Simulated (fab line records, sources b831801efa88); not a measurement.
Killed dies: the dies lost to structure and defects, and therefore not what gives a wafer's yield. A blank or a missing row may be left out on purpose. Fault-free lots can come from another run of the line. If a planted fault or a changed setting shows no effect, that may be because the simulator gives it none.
One fault through the eyes of 2 desks ; flow sky130 ; every desk sees just its own numbers, and what lay behind them comes last

== FROM THE METROLOGY DESK ==
Lot by lot, what the gauges showed, no matter which tool ran the lot: averages of those sampled wafers that carry a number. If a lot's mean is further than 4 standard deviations from the usual mean, the lot is out of limits and carries the mark OUT (the distance appears in the brackets).
Columns: A = cd_nm at SKY_SONOS_TUNNEL_CD_MEAS_07, usual 409.5 nm; B = SONOS_ONO_CVD_04_THK at SKY_SONOS_ONO_THK_MEAS_05, usual 5.72 nm
lot;first seen here;A;B
L860;day 11 13:12;411.8;5.75
L861;day 11 20:19;409.1;5.80
L862;day 12 00:15;411.4;5.69
L864;day 13 08:59;410.0;5.75
L867;day 14 01:35;411.9;5.77
L868;day 14 01:52;408.3;5.78
L869;day 14 13:41;410.4;5.54
L870;day 15 00:08;409.3;5.69
L879;day 17 14:48;408.0;5.63
L881;day 18 16:38;408.2;5.89
L883;day 18 22:37;407.5;5.80
This desk's verdict: no lot among the 11 shows anything out of limits.

== AT THE TOOL OWNER'S DESK: rie_diel-03 ==
The tool's own readings at SKY_POLY_GATE_ETCH_15 (etches BARC in N2/H2, stops on SiO2, time 118.5 s, target depth 110 nm): means of the sampled wafers that have a number, for each lot that ran on this tool. If a lot's mean is further than 4 standard deviations from the usual mean, the lot is out of limits and carries the mark OUT (the distance appears in the brackets).
Columns: A = bias_w at SKY_POLY_GATE_ETCH_15, usual 100.0 W; B = chamber_pressure_mTorr at SKY_POLY_GATE_ETCH_15, usual 30.002 mTorr; C = drypump_motor_current_A at SKY_POLY_GATE_ETCH_15, usual 6.1 A; D = oes_product_au at SKY_POLY_GATE_ETCH_15, usual 0.716 a.u.; E = throttle_valve_pct at SKY_POLY_GATE_ETCH_15, usual 13.213 %
lot;first seen here;A;B;C;D;E
L861;day 17 15:53;100.0;30.006;6.1;0.720;13.205
L862;day 17 18:34;99.9;30.030;6.4;0.717;13.207
L868;day 19 09:20;100.1;29.983;6.4;0.716;13.212
L869;day 20 02:32;99.7;30.015;6.0;0.717;13.215
L879;day 23 09:16;81.9 (-55) OUT;30.020;5.8;0.714;13.204
This desk's finding: out of limits on L879; first on L879, day 23 09:16 (bias_w at SKY_POLY_GATE_ETCH_15). In limits: L861, L862, L868, L869.

== ALL TOGETHER ==
On L879, at day 23 09:16, an alarm was possible from the tool owner's desk.
Nothing out of limits was seen by the metrology desk.
The metrology desk has L879 on record, within its limits.
Of the lots named, all ran SKY_POLY_GATE_ETCH_15 on rie_diel-03.

== WHAT THE SIMULATOR HAD PUT IN ==
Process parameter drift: rie_diel-03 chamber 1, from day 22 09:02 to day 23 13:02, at SKY_POLY_GATE_ETCH_15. Setting bias_w, moved by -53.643, from 100. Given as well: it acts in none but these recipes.
Struck lots among those shown: L879.
Hours from the fault's start to each desk's first reading out of limits: the tool owner's desk, 24.
